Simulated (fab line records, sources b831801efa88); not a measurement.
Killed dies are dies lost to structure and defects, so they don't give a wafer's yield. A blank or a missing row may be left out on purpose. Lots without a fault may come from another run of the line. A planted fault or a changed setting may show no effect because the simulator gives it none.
Problem report in the 8D (eight disciplines) form, filled by code | flow gf180mcu | the parts of the form that need people (team, actions taken, sign-off) are left out

1. THE PROBLEM
LVPWELL_RS at GF_VT_IMPLANT_RS_MEAS_48 reads a mean of 1239 ohm/sq on 1 wafer of 1 lot; wafers without a fault read 1196 ohm/sq with a standard deviation of 3.2. That is +13 standard deviations from the usual mean.
The step: measures by four-point-probe.
First seen on wafer L511.6, day 12 15:07, on film_metro-02. The record holds 38 wafers of 13 lots with a number at this step. Rule for "out", or "out of limits": more than 4 standard deviations from the usual mean. The other wafers with a number count as sound.

2. WHAT IT IS AND WHAT IT IS NOT
question                    | is                | is not
which readings at this step | LVPWELL_RS        | -
which lots                  | L511              | L493, L494, L495, L496, L498, L499, L500, L501, L502, L503, L513, L514
which wafers of those lots  | L511.6            | L511.3
read on which gauges        | film_metro-02     | film_metro-01, film_metro-04
when                        | from day 12 15:07 | up to then (31 sound wafers); but 6 sound wafers of L513, L514 came after

3. SUSPECTS, AND WHAT RULES EACH OUT
Counting: a tool at a process step up to the reading stays a suspect if it ran every lot that is out. Sound lots after the first of them don't rule it out here, since some wafers of a struck lot are sound.
- the gauge at GF_VT_IMPLANT_RS_MEAS_48: kept. All the wafers that are out were read on film_metro-02, and no step on other tools shows them out.
- implanter-04 at GF_LVPWELL_IMPLANT_08: kept. It ran the lot that is out, L511 (day 8 03:11); its last sound lot up to then is L501 (day 5 17:06).
- plasma_asher-04 at GF_VT_IMPLANT_STRIP_42 (strips in O2/N2): kept. It ran the lot that is out, L511 (day 12 14:34); its last sound lot up to then is L502 (day 9 21:32).
- Within plasma_asher-04 at GF_VT_IMPLANT_STRIP_42: the wafers that are out ran in chamber 1; their sound lot-mates ran in chamber 0.
Left after counting: implanter-04 at GF_LVPWELL_IMPLANT_08, plasma_asher-04 at GF_VT_IMPLANT_STRIP_42, film_metro-02 at GF_VT_IMPLANT_RS_MEAS_48.

4. THE CAUSE (what the simulator had put in)
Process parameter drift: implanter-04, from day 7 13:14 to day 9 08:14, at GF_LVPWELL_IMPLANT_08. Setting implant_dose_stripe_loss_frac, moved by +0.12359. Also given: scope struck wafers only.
Counting left 3 suspects, and this tool is among them.

5. THE CHAIN OF EFFECTS, in route order
Each row: a reading whose mean over the struck wafers that have a number lies more than 3 standard deviations from the usual. Only readings for which the record gives a usual standard deviation are gone through. hours: the time from each lot's start at the first step in this table that gives one to its start at this step, as a median over the lots. sigmas: the change in usual standard deviations.
hours | step                     | reading    | usual       | on struck wafers | change | sigmas
0     | GF_VT_IMPLANT_RS_MEAS_48 | LVPWELL_RS | 1196 ohm/sq | 1239             | +43    | +13

6. WHAT WOULD HAVE CAUGHT IT SOONER
In this record the first reading out of limits at a measuring or inspecting step was taken at day 12 15:07, 122 hours after the fault began at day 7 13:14.
All the lots that are out (1) had begun GF_LVPWELL_IMPLANT_08 on implanter-04 by day 12 15:07. A hold on the tool at that time would have spared none of them.
